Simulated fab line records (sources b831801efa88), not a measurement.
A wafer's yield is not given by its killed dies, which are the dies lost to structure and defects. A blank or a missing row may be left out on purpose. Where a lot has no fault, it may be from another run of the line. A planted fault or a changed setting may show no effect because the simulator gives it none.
A lot that was struck, set against a sound lot ; flow sky130 ; 17 steps out of a route of 708
Sound: these wafers, L294.1, L294.4, L294.5. Wafers struck: L300.1, L300.2, L300.5. At the end, the cause is stated.
For every step that has rows: the tool of each side, followed by ch and its chambers, followed by its first start. Under that, the readings that differ: sound wafers ; struck wafers ; difference of the means ; sigmas: that difference in standard deviations of wafers without a fault.
alike: readings with means less than 2 such deviations apart, plus words and numbers identical on both sides. not compared: withheld readings, readings lacking a value on some wafer, bounds such as >300 that could conceal the same value, and numbers that have no deviation in the record and whose values overlap.
Wherever a step has rows on one side only, a row that says differs or no value, or a row with sigmas, the two part there. Non-overlapping numbers with no deviation appear without sigmas and do not part them. A reading missing from all wafers of one side parts the sides only when that side holds two or more wafers.

SKY_POLY_GATE_ETCH_15: etches BARC in N2/H2, stops on SiO2, time 118.5 s, target depth 110 nm.
  sound on rie-diel-03 ch 0,1,2, day 17 15:08; struck on rie-diel-03 ch 0,2,3, day 20 00:08
  alike: drypump-motor-current-A, n2-flow-sccm, oes-product-au, throttle-valve-pct
  not compared: rf-hours-counter-h
SKY_POLY_GATE_ETCH_16: etches Si3N4 in CH3F/O2, stops on poly-Si, time 147.5 s, target depth 75 nm.
  sound on rie-diel-03 ch 0,1,2, day 17 15:13; struck on rie-diel-03 ch 0,2,3, day 20 00:13
  alike: drypump-motor-current-A, oes-product-au, throttle-valve-pct
  not compared: rf-hours-counter-h
SKY_POLY_GATE_ETCH_17: etches poly-Si in HBr/Cl2, stops on SiO2, target depth 180 nm, time 70.5 s.
  sound on rie-si-02 ch 0,1,2, day 17 15:19; struck on rie-si-02 ch 1,2,3, day 20 00:19
  alike: drypump-motor-current-A, oes-product-au, throttle-valve-pct
  not compared: rf-hours-counter-h
SKY_POLY_GATE_STRIP_18: strips in O2/N2.
  sound on plasma-asher-04 ch 0,1, day 17 15:23; struck on plasma-asher-04 ch 0,1, day 20 00:22
  alike: drypump-motor-current-A, n2-flow-sccm, oes-product-au, strip-time-to-endpoint-s
  not compared: rf-hours-counter-h
then, 2 steps without rows for these wafers: SKY_POLY_GATE_CLEAN_19 (cleans in SC1/SC2, time 150 s); SKY_POLY_GATE_OXIDATION_20 (stabilise 600 s, purge 300 s, target thk 4 nm).
SKY_POLY_GATE_THK_MEAS_21:
  struck on film-metro-01, day 20 01:46; sound on film-metro-03, day 17 17:55
  alike: POLY_GATE_OXIDATION_THK
SKY_POLY_GATE_CD_MEAS_22:
  struck on cd-sem-01, day 20 01:50; sound on cd-sem-02, day 17 17:58
  alike: cd-nm
then, 4 steps without rows for these wafers: SKY_LDD_N_DEHYDRATE_00 (time 60 s); SKY_LDD_N_HMDS_01 (prime time 60 s); SKY_LDD_N_COAT_02 (resist thk 300 nm); SKY_LDD_N_SOFTBAKE_03 (time 60 s).
SKY_LDD_N_EXPOSE_04: exposes mask NTM, target cd 840 nm.
  sound on iline-stepper-01 ch 0, day 18 09:20; struck on iline-stepper-01 ch 0, day 20 17:16
reading;sound;struck;difference;sigmas
model.LDD_N.overlay-x-nm (nm);1.511 1.511 1.511;-48.44 -48.44 -48.44;-49.95;
  alike: mask
then, 2 steps without rows for these wafers: SKY_LDD_N_PEB_05; SKY_LDD_N_DEVELOP_06 (develop time 60 s).
SKY_LDD_N_OVL_MEAS_07:
  struck on overlay-01, day 21 08:41; sound on overlay-02, day 18 23:38
reading;sound;struck;difference;sigmas
LDD_N_OVL (nm);2.7 4.7 2.9;-47.8 -47.3 -47.1;-50.8;-36
  not compared: hold
SKY_PAD_OPEN_PROBE_99:
  sound wafers here have rows in the record (prober-01, day 46 14:27); struck ones have none

WHERE THEY PART
Last at SKY_PAD_OPEN_PROBE_99 as far as this record goes, first at SKY_LDD_N_OVL_MEAS_07.

WHY: the cause the simulator had injected
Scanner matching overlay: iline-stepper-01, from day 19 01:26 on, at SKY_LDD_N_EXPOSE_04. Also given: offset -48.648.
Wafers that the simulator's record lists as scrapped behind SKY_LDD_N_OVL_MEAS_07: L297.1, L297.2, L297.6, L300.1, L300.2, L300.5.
